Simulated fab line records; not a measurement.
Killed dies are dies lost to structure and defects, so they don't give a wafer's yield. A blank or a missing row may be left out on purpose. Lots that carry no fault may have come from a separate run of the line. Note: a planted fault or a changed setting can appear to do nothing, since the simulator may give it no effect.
Which tool did it? + flow sky130 + 6 lots with 18 wafers sampled at 4 steps, on a route of 708 steps

WHAT THE GAUGES SHOWED, per wafer
SKY_METAL1_RS_MEAS_05: measures by four-point-probe.
| lot  | measured     | on           | METAL1_ALCU_RS (ohm/sq) |
|------|--------------|--------------|-------------------------|
| L325 | day 32 22:31 | filmMetro-01 | 0.1282 0.1295 0.1300    |
| L327 | day 33 15:14 | filmMetro-01 | 0.1255 0.1249 0.1246    |
| L331 | day 34 23:26 | filmMetro-02 | 0.1253 0.1256 0.1255    |
| L337 | day 36 14:43 | filmMetro-01 | 0.1269 0.1263 0.1259    |
| L342 | day 38 04:04 | filmMetro-01 | 0.1274 0.1270 0.1275    |
| L347 | day 39 09:33 | filmMetro-03 | 0.1263 0.1269 0.1268    |

TOOL THAT RAN EACH LOT (tool first, then ch and the chambers of the sampled wafers, then the start)
| lot  | SKY_CONTACT_SPUTTER_23      | SKY_CONTACT_CVD_24           | SKY_METAL1_SPUTTER_01       |
|------|-----------------------------|------------------------------|-----------------------------|
| L325 | pvdSputter-01, day 32 21:44 | cvdW-02 ch 0,1, day 32 21:47 | pvdSputter-03, day 32 22:24 |
| L327 | pvdSputter-02, day 33 14:26 | cvdW-01 ch 0,1, day 33 14:30 | pvdSputter-04, day 33 15:07 |
| L331 | pvdSputter-02, day 34 22:37 | cvdW-01 ch 0,1, day 34 22:43 | pvdSputter-04, day 34 23:17 |
| L337 | pvdSputter-02, day 36 13:55 | cvdW-01 ch 0,1, day 36 13:59 | pvdSputter-03, day 36 14:35 |
| L342 | pvdSputter-01, day 38 03:14 | cvdW-01 ch 0,1, day 38 03:20 | pvdSputter-03, day 38 03:55 |
| L347 | pvdSputter-01, day 39 08:44 | cvdW-02 ch 0,1, day 39 08:48 | pvdSputter-04, day 39 09:25 |
- SKY_CONTACT_SPUTTER_23: material TiN, target thk 20 nm, time 80 s.
- SKY_CONTACT_CVD_24: deposits W, target thk 340 nm, time 102.12 s.
- SKY_METAL1_SPUTTER_01: material TiN, target thk 20 nm, time 16.7 s.

THE ANSWER, worked out from the rows above alone
Rule: the usual values come from the lots themselves. Put in order of their means at a reading, lots are off if they are a third of the lots or fewer, leave a main group of 4 or more, and stand apart from it by a gap of 3 or more times the standard deviation of the main group's means; of several such gaps the widest counts. A main group is skipped when, at the precision printed for the reading in the tables above, its means are all equal. A lot without any number at a reading at which 4 lots or more have one is off too. Any other lot the step has rows for is counted as sound.
No lot is off on any of the readings shown, so nothing can be concluded from this.

WHAT WAS PUT IN BY THE SIMULATOR
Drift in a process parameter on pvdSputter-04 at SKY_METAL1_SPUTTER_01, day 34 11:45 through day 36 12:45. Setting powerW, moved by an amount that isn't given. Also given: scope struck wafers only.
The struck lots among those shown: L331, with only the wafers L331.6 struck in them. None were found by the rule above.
